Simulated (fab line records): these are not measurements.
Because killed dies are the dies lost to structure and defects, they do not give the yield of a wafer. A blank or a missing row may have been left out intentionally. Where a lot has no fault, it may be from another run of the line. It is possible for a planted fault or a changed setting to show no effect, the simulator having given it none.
fab line records | flow sky130
record lots=13 wafers=39 lastDay=50
route steps=708 shown PWDE@52 VT_ADJUST_LVTN@107 VT_ADJUST_PCH@152 SONOS_ONO@185 PAD_OPEN@708
lots that met no fault: taken from a fault-free run of the same line
startH: start of the lot's first displayed wafer, in hours after the record's first day | waitH: hours since the lot's step before | " as in the row above | L1.1+2: a single row standing in for several wafers | - no value, or no start was given | * or withheld: withheld | < > ~ a bound
route shown NAME@n: NAME is a module with steps in the file, n the number in the route of the first one | usual: the fault-free wafers' mean and standard deviation | same: alike in all rows | chamber/n: place in a boat | sites: the reading at each site | _std_site: their standard deviation | _edge_site: the outer-site mean with the inner-site mean subtracted | radiusMm: for every site, how far away it sits from the centre of the wafer | mask NAME#n: copy n | behind: the last tool/chamber to shape the wafer | hold: what put the lot on hold/how long, in hours/how the hold closed | device: which transistor (n, p or np) failed to switch | end of line: at the end of the route, the tests of the same wafers | for a step that has no rows: nothing shown but its recipe | killed: dies lost to structure and defects at the first sort, not the wafer's yield | map: a wafer's dies, marking killed ones x, the rest . and places with no die _
set.NAME: setting as actually run; set.NAME@STEP: the setting as run at that earlier step | model.NAME: the simulator's own value behind a step, which no gauge read
route steps across a sampled set of lots; one table per step, one row per wafer
services: the hour from which a tool's chamber was out of use, counted from the record's first day as startH (under 0 if before that day), plus the number of hours and why
## steps
# step SKY_PWDE_OVL_MEAS_07
# usual PWDE_OVL=-0.4/1.4
# columns lot.wafer tool chamber startH waitH PWDE_OVL[nm]
L987.1 overlay-01 - 75.66 - 2.0
L987.2 " - " " 1.2
L987.6 " - " " 1.1
L988.1 overlay-01 - 76.47 - -2.3
L988.2 " - " " -0.6
L988.6 " - " " -2.1
L990.2 overlay-02 - 83.41 - -0.3
L990.4 " - " " -0.2
L990.5 " - " " -1.1
L991.1 overlay-02 - 89.96 - -0.4
L991.3 " - " " 0.9
L991.5 " - " " 0.5
L993.1 overlay-01 - 102.57 - -1.0
L993.4 " - " " -2.4
L993.6 " - " " -2.7
L996.2 overlay-02 - 118.78 - -0.3
L996.3 " - " " 0.0
L996.4 " - " " 0.8
L997.1 overlay-01 - 127.52 - 0.7
L997.4 " - " " 1.2
L997.6 " - " " -0.8
L998.1 overlay-01 - 132.17 - -0.8
L998.3 " - " " 1.2
L998.6 " - " " -0.2
L100.1 overlay-02 - 141.32 - -1.3
L100.5 " - " " -0.6
L100.6 " - " " -0.9
L106.1 overlay-02 - 176.06 - 0.8
L106.4 " - " " 0.9
L106.5 " - " " -0.2
L107.1 overlay-01 - 179.67 - -1.0
L107.3 " - " " -1.8
L107.6 " - " " -1.0
L108.1 overlay-02 - 183.21 - -1.6
L108.5 " - " " -0.1
L108.6 " - " " -0.7
L109.2 overlay-02 - 189.33 - -1.7
L109.4 " - " " 0.3
L109.6 " - " " -1.9
# step SKY_VT_ADJUST_LVTN_TW_MEAS_10
# usual VT_ADJUST_LVTN_TW=241.1/1.4
# columns lot.wafer tool chamber startH waitH VT_ADJUST_LVTN_TW
L987.1 filmMetro-04 - 148.56 0.1 240.7
L987.2 " - " " 241.2
L987.6 " - " " 242.1
L988.1 filmMetro-02 - 150.25 0.1 241.9
L988.2 " - " " 242.7
L988.6 " - " " 240.8
L990.2 filmMetro-03 - 158.52 0.1 238.0
L990.4 " - " " 239.0
L990.5 " - " " 237.6
L991.1 filmMetro-04 - 164.31 0.1 241.0
L991.3 " - " " 240.2
L991.5 " - " " 240.2
L993.1 filmMetro-04 - 178.86 0.1 242.6
L993.4 " - " " 241.0
L993.6 " - " " 240.8
L996.2 filmMetro-04 - 195.87 0.1 243.0
L996.3 " - " " 241.4
L996.4 " - " " 242.5
L997.1 filmMetro-02 - 207.56 0.1 240.0
L997.4 " - " " 240.7
L997.6 " - " " 240.7
L998.1 filmMetro-03 - 213.36 0.1 239.7
L998.3 " - " " 239.7
L998.6 " - " " 239.8
L100.1 filmMetro-03 - 224.21 0.1 240.6
L100.5 " - " " 239.7
L100.6 " - " " 238.8
L106.1 filmMetro-03 - 262.21 0.1 240.1
L106.4 " - " " 238.2
L106.5 " - " " 239.5
L107.1 filmMetro-04 - 266.66 0.1 243.1
L107.3 " - " " 241.1
L107.6 " - " " 241.9
L108.1 filmMetro-04 - 271.60 0.1 242.6
L108.5 " - " " 242.7
L108.6 " - " " 242.5
L109.2 filmMetro-02 - 278.76 0.1 240.5
L109.4 " - " " 240.3
L109.6 " - " " 240.3
# step SKY_VT_ADJUST_PCH_STRIP_09
# recipe chemistry=O2/N2 powerW=1400 pressureMtorr=1500 platenTempC=withheld o2FlowSccm=3000 n2FlowSccm=300 overashFraction=0.5
# usual drypumpMotorCurrentA=5.4/0.42 o2FlowSccm=2999/8.8 oesProductAu=0.723/0.0042 stripTimeToEndpointS=36.92/0.096
# columns lot.wafer tool chamber startH waitH drypumpMotorCurrentA o2FlowSccm oesProductAu rfHoursCounterH stripTimeToEndpointS
L987.1 plasmaAsher-03 0 229.44 0.1 4.8 2998 0.722 10 37.07
L987.2 " 1 " " 5.0 2999 0.723 10 37.01
L987.6 " 0 " " 4.8 3013 0.724 - 37.04
L988.1 plasmaAsher-01 0 231.06 0.1 6.0 3015 0.716 41 36.98
L988.2 " 1 " " 5.8 3015 0.728 41 36.89
L988.6 " 0 " " 6.0 3001 0.727 - 36.88
L990.2 plasmaAsher-04 1 240.14 0.1 5.7 3008 0.732 56 36.83
L990.4 " 0 " " 5.6 2986 0.727 - 36.83
L990.5 " 1 " " 5.7 2990 0.719 - 36.77
L991.1 plasmaAsher-04 1 246.54 0.1 5.7 3007 0.729 56 36.86
L991.3 " 0 " " 5.6 3009 0.723 - 36.94
L991.5 " 1 " " 5.7 3005 0.722 - 36.81
L993.1 plasmaAsher-03 0 265.04 0.1 4.9 2997 0.721 14 36.86
L993.4 " 1 " " 5.0 3014 0.719 - 36.92
L993.6 " 0 " " 4.8 2996 0.723 - 36.86
L996.2 plasmaAsher-01 0 284.26 0.1 6.0 2994 0.720 45 36.98
L996.3 " 0 " " 6.0 3001 0.726 - 36.97
L996.4 " 1 " " 5.8 2993 0.724 - 36.94
L997.1 plasmaAsher-03 1 297.34 0.1 5.0 3000 0.726 17 36.75
L997.4 " 1 " " 5.0 3002 0.719 - 36.77
L997.6 " 0 " " 4.8 2998 0.720 - 36.91
L998.1 plasmaAsher-03 1 303.49 0.1 5.0 2999 0.715 18 37.02
L998.3 " 0 " " 4.9 3001 0.723 - 36.83
L998.6 " 0 " " 4.9 2997 0.722 - 37.03
L100.1 plasmaAsher-04 0 317.01 0.1 5.7 3006 0.715 63 37.14
L100.5 " 0 " " 5.6 2989 0.726 - 37.11
L100.6 " 1 " " 5.7 2997 0.723 - 37.01
L106.1 plasmaAsher-04 1 365.26 0.1 5.7 2995 0.658 67 42.84
L106.4 " 0 " " 5.7 3002 0.656 - 42.67
L106.5 " 0 " " 5.6 2992 0.655 - 42.66
L107.1 plasmaAsher-01 1 370.51 0.1 5.7 3007 0.715 54 37.02
L107.3 " 1 " " 5.7 3010 0.724 - 36.82
L107.6 " 0 " " 6.0 2995 0.727 - 36.85
L108.1 plasmaAsher-04 1 375.90 0.1 5.7 2993 0.653 68 42.72
L108.5 " 0 " " 5.6 3001 0.653 - 42.63
L108.6 " 1 " " 5.7 2992 0.662 - 42.58
L109.2 plasmaAsher-03 1 384.69 0.1 5.0 2997 0.722 25 36.89
L109.4 " 0 " " 4.8 2989 0.723 - 36.98
L109.6 " 1 " " 5.0 2995 0.720 - 36.83
# step SKY_SONOS_ONO_STRIP_17
# recipe chemistry=O2/N2 powerW=1400 pressureMtorr=1500 platenTempC=withheld o2FlowSccm=3000 n2FlowSccm=300 overashFraction=0.5
# usual drypumpMotorCurrentA=5.5/0.39 o2FlowSccm=3001/7.6 oesProductAu=0.710/0.0045 stripTimeToEndpointS=14.09/0.044
# columns lot.wafer tool chamber startH waitH drypumpMotorCurrentA o2FlowSccm oesProductAu rfHoursCounterH stripTimeToEndpointS
L987.1 plasmaAsher-03 0 289.89 0.0 4.8 2997 0.707 16 14.07
L987.2 " 1 " " 5.0 3000 0.714 16 14.05
L987.6 " 0 " " 4.9 3019 0.702 - 14.09
L988.1 plasmaAsher-02 1 290.00 0.0 5.5 3008 0.707 62 14.07
L988.2 " 0 " " 6.1 2993 0.711 62 14.07
L988.6 " 0 " " 6.1 2996 0.710 - 14.05
L991.1 plasmaAsher-03 0 298.64 0.0 4.8 3001 0.706 17 14.11
L991.3 " 1 " " 5.0 3000 0.711 - 14.08
L991.5 " 1 " " 5.0 3005 0.708 - 14.03
L990.2 plasmaAsher-02 1 299.47 0.0 5.5 3003 0.708 63 14.06
L990.4 " 1 " " 5.5 2993 0.711 - 14.05
L990.5 " 0 " " 6.1 3011 0.710 - 14.05
L993.1 plasmaAsher-04 0 319.83 0.0 5.7 3002 0.716 63 14.14
L993.4 " 0 " " 5.6 3003 0.698 - 14.06
L993.6 " 0 " " 5.6 3003 0.708 - 14.10
L996.2 plasmaAsher-02 0 341.48 0.0 6.1 2996 0.715 67 14.09
L996.3 " 1 " " 5.5 3010 0.722 - 14.10
L996.4 " 0 " " 6.1 2988 0.709 - 14.12
L997.1 plasmaAsher-02 0 356.83 0.0 6.1 3001 0.708 68 14.09
L997.4 " 1 " " 5.5 3025 0.708 - 14.09
L997.6 " 0 " " 6.1 2996 0.716 - 14.13
L998.1 plasmaAsher-04 1 362.03 0.0 5.7 2993 0.710 66 14.14
L998.3 " 0 " " 5.6 3005 0.714 - 14.08
L998.6 " 1 " " 5.7 2990 0.708 - 14.14
L100.1 plasmaAsher-04 0 375.28 0.0 5.7 3007 0.706 68 14.08
L100.5 " 0 " " 5.7 3008 0.718 - 14.05
L100.6 " 1 " " 5.7 3005 0.709 - 14.11
L106.1 plasmaAsher-04 0 430.12 0.0 5.6 3009 0.713 74 14.18
L106.4 " 1 " " 5.7 2996 0.718 - 14.16
L106.5 " 0 " " 5.6 3005 0.711 - 14.16
L107.1 plasmaAsher-03 1 434.23 0.0 5.0 2992 0.705 29 14.05
L107.3 " 0 " " 4.8 3005 0.713 - 14.07
L107.6 " 0 " " 4.8 2987 0.710 - 14.09
L108.1 plasmaAsher-04 0 441.57 0.0 5.7 2992 0.712 75 14.04
L108.5 " 0 " " 5.6 3003 0.711 - 14.07
L108.6 " 1 " " 5.7 3005 0.712 - 14.05
L109.2 plasmaAsher-04 0 459.93 0.0 5.6 2993 0.706 76 14.06
L109.4 " 1 " " 5.7 3001 0.706 - 14.10
L109.6 " 0 " " 5.6 2983 0.715 - 14.07
# step SKY_PAD_OPEN_PROBE_99
# usual killed_at_M0_to_M3=43/7.1 killed_at_M4_up=3.0/1.9 killedAtContacts=24/5 killedAtFrontEnd=15/4.3 killedAtOther=0.3/0.5 killedDies=85/9.6 killedOpen=46/7.1 killedShort=39/6.8
# same grossDies=492 killedAtBackSide=0
# columns lot.wafer tool chamber startH waitH killed_at_M0_to_M3 killed_at_M4_up killedAtContacts killedAtFrontEnd killedAtOther killedDies killedOpen killedShort
L987.1 prober-02 - 1076.81 0.1 63 5 27 12 1 108 57 51
L987.2 prober-02 - 1076.86 0.1 41 3 24 14 0 82 44 38
L987.6 prober-02 - 1077.06 0.2 42 3 31 13 0 89 56 33
L993.1 prober-02 - 1104.11 0.1 39 2 18 15 0 74 45 29
L993.4 prober-02 - 1104.26 0.2 28 0 32 10 0 70 33 37
L993.6 prober-02 - 1104.36 0.2 35 3 31 18 0 87 52 35
L997.1 prober-02 - 1129.32 0.1 47 3 23 18 0 91 52 39
L997.4 prober-02 - 1129.47 0.2 48 4 20 10 0 82 45 37
L997.6 prober-02 - 1129.57 0.2 40 2 24 9 1 76 48 28
L998.1 prober-01 - 1131.06 0.1 38 1 31 13 0 83 52 31
L998.3 prober-01 - 1131.16 0.2 39 3 25 18 0 85 44 41
L998.6 prober-01 - 1131.31 0.2 40 4 24 15 0 83 49 34
L100.1 prober-01 - 1144.98 0.1 37 2 26 19 0 84 43 41
L100.5 prober-01 - 1145.18 0.2 49 3 25 13 0 90 48 42
L100.6 prober-01 - 1145.23 0.2 61 2 33 13 2 111 59 52
L106.1 prober-02 - 1173.85 0.1 40 3 32 14 0 89 50 39
L106.4 prober-02 - 1174.00 0.2 51 3 26 14 0 94 45 49
L106.5 prober-02 - 1174.05 0.2 50 3 18 14 0 85 41 44
L107.1 prober-01 - 1177.24 0.1 36 3 18 19 1 77 41 36
L107.3 prober-01 - 1177.34 0.2 51 1 17 19 0 88 43 45
L107.6 prober-01 - 1177.49 0.2 53 4 23 8 1 89 46 43
# killed by level:class
L987.1 VIA1:geometricParticle:open=18 CONTACT:geometricParticle:open=10 VIA3:geometricParticle:open=9 CONTACT:geometricParticle:short=8 VIA1:geometricParticle:short=8 LI_CONTACT:geometricParticle:open=7 METAL1:geometricParticle:short=7 VIA2:geometricParticle:open=7
L987.2 VIA3:geometricParticle:open=9 METAL2:geometricParticle:short=8 LI_CONTACT:geometricParticle:open=8 VIA1:geometricParticle:open=7 CONTACT:geometricParticle:open=6 CONTACT:geometricParticle:short=6 POLY_GATE:geometricParticle:short=5 VIA2:geometricParticle:open=4
L987.6 CONTACT:geometricParticle:open=15 VIA1:geometricParticle:open=10 LI_CONTACT:geometricParticle:open=6 METAL2:geometricParticle:short=6 VIA3:geometricParticle:open=6 FIELD_ISO:geometricParticle:open=5 CONTACT:geometricParticle:short=5 POLY_GATE:geometricParticle:open=4
L993.1 VIA2:geometricParticle:open=8 LI_CONTACT:geometricParticle:open=7 CONTACT:geometricParticle:open=7 VIA1:geometricParticle:open=7 POLY_GATE:geometricParticle:open=5 VIA1:geometricParticle:short=5 METAL1:geometricParticle:short=5 VIA3:geometricParticle:open=5
L993.4 CONTACT:geometricParticle:open=11 CONTACT:geometricParticle:short=8 LI_CONTACT:geometricParticle:open=7 METAL1:geometricParticle:short=6 VIA1:geometricParticle:short=5 LOCAL_INTERCONNECT:geometricParticle:short=4 VIA3:geometricParticle:open=4 VIA3:geometricParticle:short=4
L993.6 CONTACT:geometricParticle:open=13 VIA1:geometricParticle:open=9 LI_CONTACT:geometricParticle:open=9 METAL2:geometricParticle:short=7 SPACER:geometricParticle:open=6 VIA1:geometricParticle:short=5 POLY_GATE:geometricParticle:short=4 CONTACT:geometricParticle:short=4
L997.1 CONTACT:geometricParticle:open=10 VIA1:geometricParticle:open=10 VIA3:geometricParticle:open=9 METAL2:geometricParticle:short=7 VIA2:geometricParticle:open=6 POLY_GATE:geometricParticle:open=5 LOCAL_INTERCONNECT:geometricParticle:short=5 VIA1:geometricParticle:short=4
L997.4 VIA3:geometricParticle:open=10 METAL1:geometricParticle:short=9 VIA2:geometricParticle:open=9 VIA1:geometricParticle:open=8 CONTACT:geometricParticle:open=7 POLY_GATE:geometricParticle:short=5 LI_CONTACT:geometricParticle:open=5 METAL2:geometricParticle:short=4
L997.6 LI_CONTACT:geometricParticle:open=9 VIA1:geometricParticle:open=8 METAL2:geometricParticle:short=7 CONTACT:geometricParticle:open=7 METAL2:geometricParticle:open=4 FIELD_ISO:geometricParticle:open=3 VIA3:geometricParticle:open=3 POLY_GATE:geometricParticle:open=3
L998.1 LI_CONTACT:geometricParticle:open=12 CONTACT:geometricParticle:open=11 VIA3:geometricParticle:open=8 METAL1:geometricParticle:short=7 VIA1:geometricParticle:open=7 METAL2:geometricParticle:short=5 POLY_GATE:geometricParticle:open=4 POLY_GATE:geometricParticle:short=4
L998.3 VIA3:geometricParticle:open=11 LI_CONTACT:geometricParticle:open=7 CONTACT:geometricParticle:open=7 LOCAL_INTERCONNECT:geometricParticle:short=6 VIA1:geometricParticle:open=6 METAL1:geometricParticle:short=5 POLY_GATE:geometricParticle:short=5 FIELD_ISO:geometricParticle:open=4
L998.6 VIA3:geometricParticle:open=11 CONTACT:geometricParticle:open=9 VIA2:geometricParticle:open=8 VIA1:geometricParticle:open=6 LOCAL_INTERCONNECT:geometricParticle:short=5 LI_CONTACT:geometricParticle:open=4 CONTACT:geometricParticle:short=4 METAL1:geometricParticle:short=4
L100.1 CONTACT:geometricParticle:open=8 VIA3:geometricParticle:open=8 CONTACT:geometricParticle:short=7 METAL2:geometricParticle:short=6 LI_CONTACT:geometricParticle:open=6 METAL1:geometricParticle:short=6 FIELD_ISO:geometricParticle:short=5 VIA2:geometricParticle:open=5
L100.5 METAL1:geometricParticle:short=11 LI_CONTACT:geometricParticle:open=9 CONTACT:geometricParticle:open=9 VIA1:geometricParticle:open=7 VIA3:geometricParticle:open=6 METAL2:geometricParticle:short=6 VIA3:geometricParticle:short=5 VIA2:geometricParticle:open=4
L100.6 VIA1:geometricParticle:open=20 CONTACT:geometricParticle:short=10 METAL1:geometricParticle:short=10 LI_CONTACT:geometricParticle:open=8 CONTACT:geometricParticle:open=8 VIA2:geometricParticle:open=6 METAL2:geometricParticle:short=6 VIA3:geometricParticle:open=6
L106.1 VIA1:geometricParticle:open=14 CONTACT:geometricParticle:open=11 VIA2:geometricParticle:open=9 LOCAL_INTERCONNECT:geometricParticle:short=8 LI_CONTACT:geometricParticle:open=6 LI_CONTACT:geometricParticle:short=6 POLY_GATE:geometricParticle:open=5 METAL2:geometricParticle:short=5
L106.4 VIA1:geometricParticle:open=11 VIA1:geometricParticle:short=9 LOCAL_INTERCONNECT:geometricParticle:short=8 LI_CONTACT:geometricParticle:open=7 VIA2:geometricParticle:open=7 CONTACT:geometricParticle:open=6 VIA2:geometricParticle:short=6 POLY_GATE:geometricParticle:short=5
L106.5 METAL1:geometricParticle:short=7 VIA1:geometricParticle:short=7 VIA3:geometricParticle:open=7 FIELD_ISO:geometricParticle:short=6 VIA1:geometricParticle:open=6 METAL2:geometricParticle:short=6 VIA2:geometricParticle:open=5 LI_CONTACT:geometricParticle:open=5
L107.1 VIA3:geometricParticle:open=8 LI_CONTACT:geometricParticle:open=7 CONTACT:geometricParticle:open=7 POLY_GATE:geometricParticle:short=6 POLY_GATE:geometricParticle:open=6 METAL1:geometricParticle:short=5 VIA1:geometricParticle:short=4 VIA1:geometricParticle:open=4
L107.3 VIA1:geometricParticle:open=8 METAL2:geometricParticle:short=8 VIA2:geometricParticle:open=8 CONTACT:geometricParticle:open=7 METAL1:geometricParticle:short=7 POLY_GATE:geometricParticle:short=5 POLY_GATE:geometricParticle:open=4 LI_CONTACT:geometricParticle:open=4
L107.6 VIA3:geometricParticle:open=11 VIA1:geometricParticle:open=10 METAL2:geometricParticle:short=8 LI_CONTACT:geometricParticle:open=6 CONTACT:geometricParticle:short=6 VIA1:geometricParticle:short=6 CONTACT:geometricParticle:open=5 VIA2:geometricParticle:open=5
## services
# columns tool chamber startH hours kind
plasmaAsher-04 - 258.29 1.2 repair
plasmaAsher-01 - 262.23 5.1 repair
plasmaAsher-03 - 273.48 0.4 repair
plasmaAsher-01 - 321.18 0.5 repair
plasmaAsher-04 - 331.88 2.0 repair
plasmaAsher-04 - 339.27 4.0 repair
plasmaAsher-04 - 346.81 2.8 pm
plasmaAsher-03 - 367.90 11.1 repair
plasmaAsher-03 - 408.41 2.9 repair
plasmaAsher-02 - 421.33 9.0 pm
plasmaAsher-02 0 421.33 9.0 ventCycle
plasmaAsher-02 1 421.33 9.0 ventCycle
plasmaAsher-02 0 430.33 - clean
plasmaAsher-02 1 430.33 - clean
plasmaAsher-01 - 452.02 1.7 repair
## key
firstSign step=SKY_VT_ADJUST_PCH_STRIP_09 reading=stripTimeToEndpointS direction=up sigmas=60 usual=* struck=*
effect step=SKY_VT_ADJUST_PCH_STRIP_09 reading=oesProductAu direction=down sigmas=16 usual=0.723 struck=0.656
metAt SKY_VT_ADJUST_PCH_STRIP_09
struckLots L106,L108
testerLeftOut L106,L108
notActingAt SKY_PWDE_OVL_MEAS_07,SKY_VT_ADJUST_LVTN_TW_MEAS_10,SKY_SONOS_ONO_STRIP_17
onsetBetween 317.01 365.26
fault kind=processParameterDrift tool=plasmaAsher-04 chamber=- onsetH=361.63 steps=SKY_VT_ADJUST_PCH_STRIP_09 channel=powerW offset=* shape=step endH=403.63 actsIn=* stated=*
# testerLeftOut: of these lots the tester's yield and bins aren't shown, on N5 and GAA mostly nor the transistor test; their killed dies are dies lost to structure and defects alone, not to doping, threshold or leakage, so they don't give the yield
